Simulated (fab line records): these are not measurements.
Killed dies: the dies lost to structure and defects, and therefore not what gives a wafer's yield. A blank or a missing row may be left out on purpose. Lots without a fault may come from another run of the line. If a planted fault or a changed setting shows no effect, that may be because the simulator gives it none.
Struck lot and sound lot, side by side | flow sfq_line | 42 out of 325 route steps
Sound: these wafers, L236.3, L236.4, L236.5. Struck: wafer L243.2 (L243.3, L243.5, from the same lot, were not struck and are left out); the cause is given at the end.
Per side, at each step with rows, come the tool, then ch with its chambers, and then its first start. Under that, the readings that differ: sound wafers | struck wafers | difference of the means | sigmas: that difference in standard deviations of wafers without a fault.
alike: readings with means less than 2 such deviations apart, plus words and numbers identical on both sides. not compared: withheld readings, readings lacking a value on some wafer, bounds such as >300 that could conceal the same value, and numbers that have no deviation in the record and whose values overlap.
A row with sigmas, a row that says differs or no value, or rows on one side alone: a step with any of these is where the two part. Non-overlapping numbers with no deviation appear without sigmas and do not part them. A reading that every wafer of one side lacks parts them only if that side has two wafers or more.

first, 6 steps without rows for these wafers: SFQ_TRILAYER_I0_VIA_LITHO_COAT_036 (resist thk 62 nm); SFQ_TRILAYER_I0_VIA_LITHO_COAT_031 (resist thk 650 nm); SFQ_TRILAYER_I0_VIA_LITHO_SOFTBAKE_035; SFQ_TRILAYER_I0_VIA_LITHO_EXPOSE_032 (exposes mask I0, target cd 500 nm); SFQ_TRILAYER_I0_VIA_LITHO_PEB_034 (peb time 60 s); SFQ_TRILAYER_I0_VIA_LITHO_DEVELOP_033 (time 60 s).
SFQ_I0_OVL_MEAS_908:
  sound on overlay-02 at day 12 14:20; struck on overlay-01 at day 15 07:43
  alike: I0_OVL
SFQ_TRILAYER_I0_VIA_BARC_OPEN_VIA_ETCH_046: etches BARC in O2, target depth 125 nm, time 41.7 s.
  sound on rie_diel-03 ch 0,2, day 12 14:21; struck on rie_diel-02 ch 0, day 15 07:44
  alike: drypump_motor_current_A, oes_product_au, rf_fwd_power_W
  not compared: rf_hours_counter_h
then, 4 steps without rows for these wafers: SFQ_TRILAYER_I0_VIA_ETCH_VIA_ETCH_034 (etches SiO2 in CHF3, stops on Nb, target depth 260 nm); SFQ_TRILAYER_I0_VIA_STRIP_STRIP_035 (strips in O2); SFQ_TRILAYER_I0_VIA_STRIP_SOLV_CLEAN_036 (cleans in NMP, time 600 s); SFQ_TRILAYER_M1_DEP_PRE_CLEAN_038 (time 22.5 s).
SFQ_TRILAYER_M1_DEP_SPUTTER_037: material Nb, target thk 200 nm, time 133.3 s.
  sound on pvd_sputter-06 at day 12 15:19; struck on pvd_sputter-03 at day 15 08:43
  reading                                             | sound             | struck | difference | sigmas
  model.Nb_of_TRILAYER_M1_DEP_SPUTTER_037.thk_nm (nm) | 196.8 199.7 197.7 | 145.8  | -52.3      |
  alike: base_pressure_pa, resputter_cathode_voltage_v, throttle_valve_pct
SFQ_M1_RS_MEAS_909: uses a four-point probe to measure.
  sound on film_metro-04 at day 12 15:27; struck on film_metro-01 at day 15 08:49
  reading           | sound             | struck | difference | sigmas
  M1_NB_RS (ohm/sq) | 0.905 0.892 0.901 | 1.224  | +0.325     | +32
then, 6 steps without rows for these wafers: SFQ_TRILAYER_M1_LITHO_COAT_044 (resist thk 62 nm); SFQ_TRILAYER_M1_LITHO_COAT_039 (resist thk 600 nm); SFQ_TRILAYER_M1_LITHO_SOFTBAKE_043; SFQ_TRILAYER_M1_LITHO_EXPOSE_040 (exposes mask M1, target cd 500 nm); SFQ_TRILAYER_M1_LITHO_PEB_042 (peb time 60 s); SFQ_TRILAYER_M1_LITHO_DEVELOP_041 (time 60 s).
SFQ_M1_OVL_MEAS_911:
  sound on overlay-01 at day 13 15:31; struck on overlay-02 at day 15 21:43
  alike: M1_OVL
SFQ_TRILAYER_M1_BARC_OPEN_METAL_ETCH_054: etches BARC in O2, target depth 125 nm, time 41.7 s.
  sound on rie_metal-02 ch 0,1, day 13 15:33; struck on rie_metal-04 ch 1, day 15 21:44
  reading                | sound | struck | difference                   | sigmas
  rf_hours_counter_h (h) | - - - | 26     | no value on the sound wafers |
  alike: drypump_motor_current_A, oes_product_au, rf_fwd_power_W
SFQ_TRILAYER_M1_ETCH_METAL_ETCH_042: etches Nb in Cl2/Ar, stops on SiO2, target depth 240 nm, time 120 s.
  sound on rie_metal-02 ch 0,1, day 13 15:38; struck on rie_metal-04 ch 1, day 15 21:48
  reading                | sound             | struck | difference                   | sigmas
  oes_product_au (a.u.)  | 0.881 0.895 0.893 | 0.764  | -0.126                       | -19
  rf_hours_counter_h (h) | - - -             | 27     | no value on the sound wafers |
  alike: drypump_motor_current_A, rf_fwd_power_W
then, 4 steps without rows for these wafers: SFQ_TRILAYER_M1_STRIP_STRIP_043 (strips in O2); SFQ_TRILAYER_M1_STRIP_SOLV_CLEAN_044 (cleans in NMP, time 600 s); SFQ_TRILAYER_I1_DEP_PECVD_045 (deposits SiO2 from SiH4/N2O, time 111.11 s, target thk 500 nm); SFQ_TRILAYER_I1_CMP_CMP_046 (polishes SiO2).
SFQ_I1_BOW_MEAS_912:
  sound on film_metro-03 at day 14 05:13; struck on film_metro-04 at day 16 04:36
  alike: I1_BOW
SFQ_TRILAYER_I1_METRO_MEASURE_047:
  sound on film_metro-03 at day 14 05:41; struck on film_metro-04 at day 16 04:54
  alike: thk_nm
then, 6 steps without rows for these wafers: SFQ_TRILAYER_I1_VIA_LITHO_COAT_054 (resist thk 62 nm); SFQ_TRILAYER_I1_VIA_LITHO_COAT_049 (resist thk 650 nm); SFQ_TRILAYER_I1_VIA_LITHO_SOFTBAKE_053; SFQ_TRILAYER_I1_VIA_LITHO_EXPOSE_050 (exposes mask I1, target cd 500 nm); SFQ_TRILAYER_I1_VIA_LITHO_PEB_052 (peb time 60 s); SFQ_TRILAYER_I1_VIA_LITHO_DEVELOP_051 (time 60 s).
-- the record jumps here: 6 days lie between the struck wafers' starts before and after --
SFQ_I1_OVL_MEAS_913:
  sound on overlay-01 at day 20 04:15; struck on overlay-02 at day 22 13:37
  alike: I1_OVL
SFQ_TRILAYER_I1_VIA_BARC_OPEN_VIA_ETCH_071: etches BARC in O2, target depth 125 nm, time 41.7 s.
  sound on rie_diel-03 ch 1,2,3, day 20 04:16; struck on rie_diel-01 ch 3, day 22 13:38
  alike: drypump_motor_current_A, oes_product_au, rf_fwd_power_W
  not compared: rf_hours_counter_h
then, 1 step without rows for these wafers: SFQ_TRILAYER_I1_VIA_ETCH_VIA_ETCH_052 (etches SiO2 in CHF3, stops on Nb, target depth 260 nm).
SFQ_TRILAYER_I1_VIA_STRIP_STRIP_053: strips in O2.
  sound on rie_metal-02 ch 0,1, day 20 04:37; struck on rie_metal-01 ch 0, day 22 13:47
  reading                | sound | struck | difference                   | sigmas
  rf_hours_counter_h (h) | - - - | 95     | no value on the sound wafers |
  alike: drypump_motor_current_A, oes_product_au, platen_temp_c
then, 2 steps without rows for these wafers: SFQ_TRILAYER_I1_VIA_STRIP_SOLV_CLEAN_054 (cleans in NMP, time 600 s); SFQ_TRILAYER_M2_DEP_PRE_CLEAN_056 (time 22.5 s).
-- the record jumps here: 69 days lie between the struck wafers' starts before and after --
SFQ_M8_BOW_MEAS_951:
  sound on film_metro-01 at day 85 14:34; struck on film_metro-02 at day 91 15:03
  reading                 | sound               | struck | difference | sigmas
  model.etest.m1.ohm_um   | 1.799 1.779 1.784   | 2.433  | +0.646     |
  model.etest.i0.link_ohm | 1.989 1.983 1.997   | 2.357  | +0.367     |
  model.etest.m1.ohm_sq   | 0.904 0.8908 0.8998 | 1.22   | +0.32      |
  model.etest.i1.link_ohm | 1.981 1.96 1.978    | 2.284  | +0.311     |
  alike: M8_BOW

WHERE THEY PART
First at SFQ_M1_RS_MEAS_909; last, within this record, at SFQ_TRILAYER_I1_VIA_STRIP_STRIP_053. Later steps at which nothing parts them and some readings are alike: SFQ_M8_BOW_MEAS_951.

WHY: what the simulator had put in
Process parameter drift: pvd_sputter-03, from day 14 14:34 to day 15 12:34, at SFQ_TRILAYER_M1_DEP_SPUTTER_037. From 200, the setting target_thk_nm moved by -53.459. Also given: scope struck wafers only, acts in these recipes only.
